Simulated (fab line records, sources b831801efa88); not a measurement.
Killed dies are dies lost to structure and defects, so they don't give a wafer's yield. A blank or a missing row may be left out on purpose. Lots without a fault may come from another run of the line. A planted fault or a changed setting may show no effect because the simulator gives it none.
Which tool did it? | flow sky130 | 7 lots, 21 wafers sampled, at 1 step of a route of 708

WHAT THE GAUGES READ, wafer by wafer
SKY_FIELD_ISO_BOW_MEAS_00.
lot  | measured    | on            | INCOMING_BOW (um)
L916 | day 1 15:00 | film_metro-03 | 1 6 4
L918 | day 2 01:00 | film_metro-01 | -8 -3 3
L926 | day 3 17:00 | film_metro-01 | -3 -5 -9
L928 | day 4 03:02 | film_metro-01 | 7 3 9
L932 | day 4 23:00 | film_metro-01 | -1 7 9
L935 | day 5 14:02 | film_metro-01 | 2 3 6
L937 | day 6 00:00 | film_metro-03 | -11 -3 0

WHICH TOOL RAN EACH LOT (tool, then ch and the chambers of the sampled wafers, then the start)
The record holds no process step before these readings.

THE ANSWER, worked out from the rows above alone
Rule: what is usual is taken from the lots themselves. Put in order of their means at a reading, lots are off if they are a third of the lots or fewer, leave a main group of 4 or more, and stand apart from it by a gap of 3 or more times the standard deviation of the main group's means; of several such gaps the widest counts. A main group whose means are all the same, to the digits that the tables above print for the reading, isn't used. A lot without any number at a reading at which 4 lots or more have one is off too. The other lots that the step has rows for count as sound.
No lot is off at any reading shown: from this, nothing can be told.

WHAT THE SIMULATOR HAD PUT IN
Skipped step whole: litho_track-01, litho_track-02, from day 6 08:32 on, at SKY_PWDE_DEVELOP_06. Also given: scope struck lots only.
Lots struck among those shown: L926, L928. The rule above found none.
